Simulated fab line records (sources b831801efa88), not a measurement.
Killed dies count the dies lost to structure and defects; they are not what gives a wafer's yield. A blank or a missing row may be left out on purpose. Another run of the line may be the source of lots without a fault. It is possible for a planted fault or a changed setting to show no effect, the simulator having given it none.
Which of the tools did it? + flow gf180mcu + route of 602 steps, sampled at 1 step: 7 lots, 21 wafers

== WHAT THE GAUGES READ, wafer by wafer ==
GF_CONTACT_OVL_MEAS_15.
| lot  | measured     | on         | CONTACT_OVL (nm) |
|------|--------------|------------|------------------|
| L283 | day 16 09:18 | overlay-01 | -8 2 -6          |
| L285 | day 17 10:35 | overlay-02 | -9 -2 -6         |
| L289 | day 18 17:13 | overlay-02 | -7 -10 -9        |
| L292 | day 19 21:08 | overlay-01 | -4 0 -7          |
| L293 | day 20 06:32 | overlay-02 | 0 -5 -2          |
| L299 | day 22 11:38 | overlay-01 | -1 -5 0          |
| L302 | day 23 04:53 | overlay-02 | -6 -5 -6         |

== TOOL THAT RAN EACH LOT (tool first, then ch and the chambers of the sampled wafers, then the start) ==
There is no process step in the record ahead of these readings.

== THE ANSWER, worked out from the rows above alone ==
Rule: what is usual is taken from the lots themselves. Put in order of their means at a reading, lots are off if they are a third of the lots or fewer, leave a main group of 4 or more, and stand apart from it by a gap of 3 or more times the standard deviation of the main group's means; of several such gaps the widest counts. If all means in a main group match to the digits the tables above print for the reading, that group is not used. A lot without any number at a reading at which 4 lots or more have one is off too. Where the step has rows for the other lots, those lots are counted as sound.
No lot is off at any reading shown: from this, nothing can be told.

== WHAT WAS PUT IN BY THE SIMULATOR ==
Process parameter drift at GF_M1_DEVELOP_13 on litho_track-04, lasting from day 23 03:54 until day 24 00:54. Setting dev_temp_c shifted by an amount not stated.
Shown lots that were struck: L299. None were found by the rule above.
